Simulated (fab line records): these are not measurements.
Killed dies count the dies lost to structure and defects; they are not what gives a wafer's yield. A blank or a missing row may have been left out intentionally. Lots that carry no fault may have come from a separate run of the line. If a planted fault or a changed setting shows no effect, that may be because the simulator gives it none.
What tool caused it? / flow sfq_line / 14 lots with 42 wafers sampled at 3 steps, on a route of 325 steps

WHAT THE GAUGES READ, wafer by wafer
SFQ_R5_OVL_MEAS_935. Usual: R5_OVL typically reads 0 nm, with standard deviation 5.7.
lot=L843; measured=day 60 16:19; on=overlay-01; R5_OVL (nm)=-10 -10 -10; flag=
lot=L844; measured=day 60 17:30; on=overlay-02; R5_OVL (nm)=-4 4 -3; flag=
lot=L846; measured=day 60 19:55; on=overlay-02; R5_OVL (nm)=0 -2 -3; flag=
lot=L847; measured=day 60 21:06; on=overlay-01; R5_OVL (nm)=5 -4 0; flag=
lot=L848; measured=day 61 15:06; on=overlay-01; R5_OVL (nm)=-5 -8 -11; flag=
lot=L849; measured=day 61 21:14; on=overlay-01; R5_OVL (nm)=10 9 8; flag=
lot=L853; measured=day 64 22:19; on=overlay-02; R5_OVL (nm)=-3 3 -4; flag=
lot=L854; measured=day 65 04:17; on=overlay-01; R5_OVL (nm)=-7 -7 -9; flag=
lot=L855; measured=day 65 13:54; on=overlay-02; R5_OVL (nm)=6 1 3; flag=
lot=L858; measured=day 66 06:41; on=overlay-01; R5_OVL (nm)=-8 -1 -3; flag=
lot=L859; measured=day 66 11:29; on=overlay-01; R5_OVL (nm)=6 3 3; flag=
lot=L861; measured=day 66 23:37; on=overlay-01; R5_OVL (nm)=1 0 1; flag=
lot=L862; measured=day 67 00:49; on=overlay-02; R5_OVL (nm)=4 3 8; flag=
lot=L864; measured=day 67 20:01; on=overlay-02; R5_OVL (nm)=1 1 -2; flag=

EACH LOT AND THE TOOL THAT RAN IT (in order: tool; ch and the chambers of the sampled wafers; start)
lot=L843; SFQ_TRILAYER_JJ_TRILAYER_DEP_SPUTTER_112=pvd_sputter-04, day 42 06:50; SFQ_TRILAYER_JJ_CE_ETCH_RIE_118=rie_metal-02 ch 0,1, day 48 13:17
lot=L844; SFQ_TRILAYER_JJ_TRILAYER_DEP_SPUTTER_112=pvd_sputter-06, day 42 08:02; SFQ_TRILAYER_JJ_CE_ETCH_RIE_118=rie_metal-02 ch 0,1, day 48 14:26
lot=L846; SFQ_TRILAYER_JJ_TRILAYER_DEP_SPUTTER_112=pvd_sputter-04, day 42 10:26; SFQ_TRILAYER_JJ_CE_ETCH_RIE_118=rie_metal-01 ch 0,1, day 48 18:05
lot=L847; SFQ_TRILAYER_JJ_TRILAYER_DEP_SPUTTER_112=pvd_sputter-06, day 42 11:38; SFQ_TRILAYER_JJ_CE_ETCH_RIE_118=rie_metal-04 ch 0,1, day 48 20:26
lot=L848; SFQ_TRILAYER_JJ_TRILAYER_DEP_SPUTTER_112=pvd_sputter-05, day 43 08:51; SFQ_TRILAYER_JJ_CE_ETCH_RIE_118=rie_metal-01 ch 0,1, day 49 10:12
lot=L849; SFQ_TRILAYER_JJ_TRILAYER_DEP_SPUTTER_112=pvd_sputter-05, day 43 17:32; SFQ_TRILAYER_JJ_CE_ETCH_RIE_118=rie_metal-02 ch 0,1, day 49 16:12
lot=L853; SFQ_TRILAYER_JJ_TRILAYER_DEP_SPUTTER_112=pvd_sputter-05, day 47 01:10; SFQ_TRILAYER_JJ_CE_ETCH_RIE_118=rie_metal-01 ch 0,1, day 52 22:17
lot=L854; SFQ_TRILAYER_JJ_TRILAYER_DEP_SPUTTER_112=pvd_sputter-06, day 47 10:37; SFQ_TRILAYER_JJ_CE_ETCH_RIE_118=rie_metal-01 ch 0,1, day 52 23:34
lot=L855; SFQ_TRILAYER_JJ_TRILAYER_DEP_SPUTTER_112=pvd_sputter-06, day 53 12:13; SFQ_TRILAYER_JJ_CE_ETCH_RIE_118=rie_metal-04 ch 1, day 53 16:08
lot=L858; SFQ_TRILAYER_JJ_TRILAYER_DEP_SPUTTER_112=pvd_sputter-04, day 53 21:49; SFQ_TRILAYER_JJ_CE_ETCH_RIE_118=rie_metal-02 ch 0,1, day 54 01:38
lot=L859; SFQ_TRILAYER_JJ_TRILAYER_DEP_SPUTTER_112=pvd_sputter-05, day 54 01:25; SFQ_TRILAYER_JJ_CE_ETCH_RIE_118=rie_metal-04 ch 0,1, day 54 05:14
lot=L861; SFQ_TRILAYER_JJ_TRILAYER_DEP_SPUTTER_112=pvd_sputter-05, day 54 22:48; SFQ_TRILAYER_JJ_CE_ETCH_RIE_118=rie_metal-02 ch 0,1, day 55 02:46
lot=L862; SFQ_TRILAYER_JJ_TRILAYER_DEP_SPUTTER_112=pvd_sputter-04, day 55 01:12; SFQ_TRILAYER_JJ_CE_ETCH_RIE_118=rie_metal-02 ch 0,1, day 55 05:02
lot=L864; SFQ_TRILAYER_JJ_TRILAYER_DEP_SPUTTER_112=pvd_sputter-04, day 55 18:25; SFQ_TRILAYER_JJ_CE_ETCH_RIE_118=rie_metal-02 ch 0,1, day 55 23:17
- SFQ_TRILAYER_JJ_TRILAYER_DEP_SPUTTER_112: material Nb, target thk 170 nm, time 113.3 s.
- SFQ_TRILAYER_JJ_CE_ETCH_RIE_118: chemistry SF6, target Nb, stops on Al2O3, time 97.7 s, target depth 170 nm.

WHAT THE TOOLS THEMSELVES READ (means of the sampled wafers that have a number; where no wafer has one, the mark that the record gives instead)
SFQ_TRILAYER_JJ_TRILAYER_DEP_SPUTTER_112. Usual: chamber_pressure_pa 0.13332 Pa, standard deviation 0.00027; throttle_valve_pct 29.9 %, standard deviation 1.
lot=L843; tool=pvd_sputter-04; chamber_pressure_pa (Pa)=0.13310; throttle_valve_pct (%)=29.0; flag=
lot=L844; tool=pvd_sputter-06; chamber_pressure_pa (Pa)=0.13342; throttle_valve_pct (%)=29.3; flag=
lot=L846; tool=pvd_sputter-04; chamber_pressure_pa (Pa)=0.13318; throttle_valve_pct (%)=29.1; flag=
lot=L847; tool=pvd_sputter-06; chamber_pressure_pa (Pa)=0.13350; throttle_valve_pct (%)=29.1; flag=
lot=L848; tool=pvd_sputter-05; chamber_pressure_pa (Pa)=0.13367; throttle_valve_pct (%)=30.9; flag=
lot=L849; tool=pvd_sputter-05; chamber_pressure_pa (Pa)=0.13334; throttle_valve_pct (%)=29.9; flag=
lot=L853; tool=pvd_sputter-05; chamber_pressure_pa (Pa)=0.13351; throttle_valve_pct (%)=29.7; flag=
lot=L854; tool=pvd_sputter-06; chamber_pressure_pa (Pa)=0.13323; throttle_valve_pct (%)=29.3; flag=
lot=L855; tool=pvd_sputter-06; chamber_pressure_pa (Pa)=0.13367; throttle_valve_pct (%)=29.2; flag=
lot=L858; tool=pvd_sputter-04; chamber_pressure_pa (Pa)=0.13339; throttle_valve_pct (%)=29.7; flag=
lot=L859; tool=pvd_sputter-05; chamber_pressure_pa (Pa)=0.13352; throttle_valve_pct (%)=30.7; flag=
lot=L861; tool=pvd_sputter-05; chamber_pressure_pa (Pa)=0.13315; throttle_valve_pct (%)=30.2; flag=
lot=L862; tool=pvd_sputter-04; chamber_pressure_pa (Pa)=0.13312; throttle_valve_pct (%)=29.3; flag=
lot=L864; tool=pvd_sputter-04; chamber_pressure_pa (Pa)=0.13331; throttle_valve_pct (%)=30.8; flag=

SFQ_TRILAYER_JJ_CE_ETCH_RIE_118. Usual: chamber_pressure_mTorr 9.999 mTorr, standard deviation 0.009; drypump_motor_current_A 5.7 A, standard deviation 0.75; oes_product_au 0.986 a.u., standard deviation 0.0073.
lot=L843; tool=rie_metal-02; chamber_pressure_mTorr (mTorr)=10.003; drypump_motor_current_A (A)=5.0; oes_product_au (a.u.)=0.994; flag=
lot=L844; tool=rie_metal-02; chamber_pressure_mTorr (mTorr)=10.002; drypump_motor_current_A (A)=4.8; oes_product_au (a.u.)=0.984; flag=
lot=L846; tool=rie_metal-01; chamber_pressure_mTorr (mTorr)=10.000; drypump_motor_current_A (A)=6.4; oes_product_au (a.u.)=0.983; flag=
lot=L847; tool=rie_metal-04; chamber_pressure_mTorr (mTorr)=10.005; drypump_motor_current_A (A)=6.3; oes_product_au (a.u.)=0.992; flag=
lot=L848; tool=rie_metal-01; chamber_pressure_mTorr (mTorr)=10.000; drypump_motor_current_A (A)=6.4; oes_product_au (a.u.)=0.989; flag=
lot=L849; tool=rie_metal-02; chamber_pressure_mTorr (mTorr)=9.997; drypump_motor_current_A (A)=4.8; oes_product_au (a.u.)=0.982; flag=
lot=L853; tool=rie_metal-01; chamber_pressure_mTorr (mTorr)=9.994; drypump_motor_current_A (A)=6.3; oes_product_au (a.u.)=0.980; flag=
lot=L854; tool=rie_metal-01; chamber_pressure_mTorr (mTorr)=9.999; drypump_motor_current_A (A)=6.4; oes_product_au (a.u.)=0.982; flag=
lot=L855; tool=rie_metal-04; chamber_pressure_mTorr (mTorr)=10.001; drypump_motor_current_A (A)=6.6; oes_product_au (a.u.)=0.994; flag=
lot=L858; tool=rie_metal-02; chamber_pressure_mTorr (mTorr)=9.999; drypump_motor_current_A (A)=4.8; oes_product_au (a.u.)=0.988; flag=
lot=L859; tool=rie_metal-04; chamber_pressure_mTorr (mTorr)=9.999; drypump_motor_current_A (A)=6.3; oes_product_au (a.u.)=0.999; flag=
lot=L861; tool=rie_metal-02; chamber_pressure_mTorr (mTorr)=9.989; drypump_motor_current_A (A)=5.0; oes_product_au (a.u.)=0.990; flag=
lot=L862; tool=rie_metal-02; chamber_pressure_mTorr (mTorr)=10.006; drypump_motor_current_A (A)=5.0; oes_product_au (a.u.)=0.983; flag=
lot=L864; tool=rie_metal-02; chamber_pressure_mTorr (mTorr)=10.008; drypump_motor_current_A (A)=5.1; oes_product_au (a.u.)=0.989; flag=

THE ANSWER, worked out from the rows above alone
Rule: take the mean of a lot's wafers that have a number; if it is more than 3 standard deviations from the usual mean, the lot is off. Also off: a lot with no number at a reading for which 4 or more lots have one. All remaining lots with rows at the step are treated as sound. First the gauges in route order, then the tools' own readings, where a lot's mean is used as printed above. At the first step where some lot is off, the reading lying furthest off is the one used; lots without a number count as furthest.
No lot is off at any reading shown: from this, nothing can be told.

WHAT HAD BEEN PUT IN BY THE SIMULATOR
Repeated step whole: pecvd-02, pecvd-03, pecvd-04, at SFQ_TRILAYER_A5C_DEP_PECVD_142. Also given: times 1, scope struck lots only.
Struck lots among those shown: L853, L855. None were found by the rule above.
